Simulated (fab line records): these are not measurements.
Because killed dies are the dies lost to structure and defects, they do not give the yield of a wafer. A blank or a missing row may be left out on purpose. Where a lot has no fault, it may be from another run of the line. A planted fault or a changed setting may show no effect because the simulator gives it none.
Which of the tools did it? | flow gf180mcu | 33 wafers from 11 lots sampled at 2 of the route's 602 steps

## WHAT EACH GAUGE READ, for each wafer
GF_POLY_GATE_THK_MEAS_01.
lot  | measured     | on            | POLY_GATE_CVD_00_THK (nm)
L699 | day 9 00:47  | film metro-03 | 201.4 200.3 202.4
L701 | day 9 17:28  | film metro-04 | 201.4 199.9 201.6
L703 | day 10 03:44 | film metro-04 | 198.8 197.6 197.8
L704 | day 10 10:29 | film metro-03 | 200.6 200.4 201.6
L705 | day 10 19:05 | film metro-02 | 196.3 197.2 195.8
L709 | day 12 15:50 | film metro-04 | 199.6 199.8 200.5
L711 | day 12 21:51 | film metro-02 | 180.5 179.6 178.9
L713 | day 13 12:05 | film metro-03 | 178.2 179.3 180.5
L714 | day 14 01:40 | film metro-04 | 197.5 198.1 198.6
L715 | day 14 01:39 | film metro-02 | 196.2 195.8 195.3
L720 | day 15 09:22 | film metro-04 | 196.8 199.7 198.6

## WHAT TOOL EACH LOT RAN ON (gives the tool, then ch and the chambers of the sampled wafers, and finally the start)
lot  | GF_POLY_GATE_CVD_00
L699 | lpcvd-02 ch 1, day 8 23:28
L701 | lpcvd-01 ch 0, day 9 16:08
L703 | lpcvd-02 ch 0, day 10 02:23
L704 | lpcvd-01 ch 1, day 10 09:10
L705 | lpcvd-01 ch 0, day 10 17:45
L709 | lpcvd-02 ch 0, day 12 14:29
L711 | lpcvd-02 ch 1, day 12 20:30
L713 | lpcvd-02 ch 1, day 13 10:45
L714 | lpcvd-01 ch 0, day 14 00:19
L715 | lpcvd-01 ch 0, day 14 00:19
L720 | lpcvd-01 ch 1, day 15 08:02
- GF_POLY_GATE_CVD_00: deposits poly-Si, target thk 200 nm, time 1200 s.

## THE ANSWER, worked out from the rows above alone
Rule: the usual values come from the lots themselves. Put in order of their means at a reading, lots are off if they are a third of the lots or fewer, leave a main group of 4 or more, and stand apart from it by a gap of 3 or more times the standard deviation of the main group's means; of several such gaps the widest counts. A main group whose means are all the same, to the digits that the tables above print for the reading, isn't used. A lot without any number at a reading at which 4 lots or more have one is off too. All remaining lots with rows at the step are treated as sound.
Off: L711, L713, at GF_POLY_GATE_THK_MEAS_01 (POLY_GATE_CVD_00_THK). Mean 198.9 nm and standard deviation 1.9 in the main group.
A tool fits if, at a process step before that reading, it ran every lot that is off, and no sound lot after the first of them. Those tools and the gauges at GF_POLY_GATE_THK_MEAS_01 are tried in the same way. One candidate fits, namely lpcvd-02 at GF_POLY_GATE_CVD_00. Its last sound lot is L709 (day 12 14:29), its first lot that is off L711 (day 12 20:30): a fault that began between those two fits.

## WHAT THE SIMULATOR PUT IN
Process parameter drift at GF_POLY_GATE_CVD_00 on lpcvd-02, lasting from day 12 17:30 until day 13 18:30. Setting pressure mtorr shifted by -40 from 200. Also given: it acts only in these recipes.
Lots struck among those shown: L711, L713. The rule above found the same.
